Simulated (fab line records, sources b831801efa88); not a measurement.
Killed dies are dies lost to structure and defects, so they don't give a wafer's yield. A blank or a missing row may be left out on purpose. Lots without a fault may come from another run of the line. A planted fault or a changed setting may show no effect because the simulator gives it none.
Which tool did it? | flow sky130 | 14 lots, 42 wafers sampled, at 3 steps of a route of 708

WHAT THE GAUGES READ, wafer by wafer
SKY_LDD_LDN_OVL_MEAS_07.
lot  | measured     | on         | LDD_LDN_OVL (nm)
L490 | day 22 05:31 | overlay-01 | 1.9 0.9 0.6
L492 | day 23 06:52 | overlay-01 | -0.3 0.3 -2.6
L494 | day 24 01:16 | overlay-02 | 0.5 1.5 0.1
L496 | day 24 21:37 | overlay-01 | -0.8 1.7 1.3
L497 | day 25 03:01 | overlay-01 | 2.3 0.6 1.6
L498 | day 25 15:58 | overlay-01 | 0.1 -0.9 0.8
L501 | day 27 11:27 | overlay-01 | 3.0 0.9 1.9
L502 | day 27 12:04 | overlay-01 | 0.2 1.4 1.7
L503 | day 27 17:56 | overlay-01 | -1.9 -0.2 -0.1
L504 | day 27 22:19 | overlay-02 | 0.2 0.7 -1.0
L507 | day 29 01:24 | overlay-02 | - - -
L508 | day 29 11:13 | overlay-02 | - - -
L511 | day 30 10:25 | overlay-01 | 1.8 0.3 0.0
L512 | day 30 10:26 | overlay-02 | -1.0 -0.5 -2.2

SKY_RES_XHIGH_TW_MEAS_09.
lot  | measured     | on            | RES_XHIGH_TW
L490 | day 26 01:35 | film_metro-01 | 1620 1620 1624
L492 | day 27 01:31 | film_metro-01 | 1632 1626 1630
L494 | day 27 17:52 | film_metro-01 | 1634 1629 1631
L496 | day 28 15:35 | film_metro-03 | 1635 1643 1635
L497 | day 28 20:22 | film_metro-02 | 1613 1595 1611
L498 | day 29 09:36 | film_metro-03 | 1632 1632 1618
L501 | day 31 01:12 | film_metro-03 | 1623 1626 1641
L502 | day 31 02:49 | film_metro-03 | 1642 1626 1642
L503 | day 31 07:05 | film_metro-03 | 1640 1633 1633
L504 | day 31 13:01 | film_metro-02 | 1607 1607 1611
L507 | day 32 14:25 | film_metro-01 | 1926 1917 1906
L508 | day 32 22:16 | film_metro-01 | 1908 1906 1912
L511 | day 33 21:49 | film_metro-03 | 1639 1631 1628
L512 | day 33 23:07 | film_metro-02 | 1609 1605 1606

WHICH TOOL RAN EACH LOT (tool, then ch and the chambers of the sampled wafers, then the start)
lot  | SKY_LDD_LDN_COAT_02
L490 | litho_track-02 ch 0, day 21 14:27
L492 | litho_track-01 ch 0, day 22 16:04
L494 | litho_track-01 ch 0, day 23 09:59
L496 | litho_track-01 ch 0, day 24 07:22
L497 | litho_track-04 ch 0, day 24 12:28
L498 | litho_track-02 ch 0, day 25 00:40
L501 | litho_track-04 ch 0, day 26 20:42
L502 | litho_track-02 ch 0, day 26 21:40
L503 | litho_track-02 ch 0, day 27 03:27
L504 | litho_track-02 ch 0, day 27 07:39
L507 | litho_track-01, day 28 10:52
L508 | litho_track-02, day 28 21:06
L511 | litho_track-01 ch 0, day 29 20:19
L512 | litho_track-02 ch 0, day 29 20:21
- SKY_LDD_LDN_COAT_02: resist thk 1140 nm.

WHAT THE TOOLS THEMSELVES READ (means of the sampled wafers that have a number; where no wafer has one, the mark that the record gives instead)
SKY_LDD_LDN_COAT_02.
lot  | tool           | chill_plate_temp_C (C) | dispense_pressure_kPa (kPa)
L490 | litho_track-02 | 22.94                  | 52.4
L492 | litho_track-01 | 23.05                  | 47.9
L494 | litho_track-01 | 23.11                  | 47.8
L496 | litho_track-01 | 23.03                  | 47.9
L497 | litho_track-04 | 23.17                  | 51.0
L498 | litho_track-02 | 23.16                  | 52.4
L501 | litho_track-04 | 23.09                  | 50.9
L502 | litho_track-02 | 22.95                  | 52.4
L503 | litho_track-02 | 22.93                  | 52.4
L504 | litho_track-02 | 22.92                  | 52.4
L507 | litho_track-01 | -                      | -
L508 | litho_track-02 | -                      | -
L511 | litho_track-01 | 22.91                  | 47.8
L512 | litho_track-02 | 22.94                  | 52.4

THE ANSWER, worked out from the rows above alone
Rule: what is usual is taken from the lots themselves. Put in order of their means at a reading, lots are off if they are a third of the lots or fewer, leave a main group of 4 or more, and stand apart from it by a gap of 3 or more times the standard deviation of the main group's means; of several such gaps the widest counts. A main group whose means are all the same, to the digits that the tables above print for the reading, isn't used. A lot without any number at a reading at which 4 lots or more have one is off too. The other lots that the step has rows for count as sound. The gauges are gone through in route order, then the tools' own readings, and for those a lot's mean is taken as printed above. The first step at which some lot is off is used, and at that step the reading that is off furthest; a lot without a number counts as furthest.
Off: L507, L508, at SKY_LDD_LDN_OVL_MEAS_07 (LDD_LDN_OVL). Without a number there: L507, L508. The main group: mean 0.4 nm, standard deviation 0.95.
A tool fits if, at a process step before that reading, it ran every lot that is off, and no sound lot after the first of them. The gauges at SKY_LDD_LDN_OVL_MEAS_07 aren't tried: what is off there is off at SKY_RES_XHIGH_TW_MEAS_09 too, on other tools, and a gauge's error can't cause that. None of those tried fits.

WHAT THE SIMULATOR HAD PUT IN
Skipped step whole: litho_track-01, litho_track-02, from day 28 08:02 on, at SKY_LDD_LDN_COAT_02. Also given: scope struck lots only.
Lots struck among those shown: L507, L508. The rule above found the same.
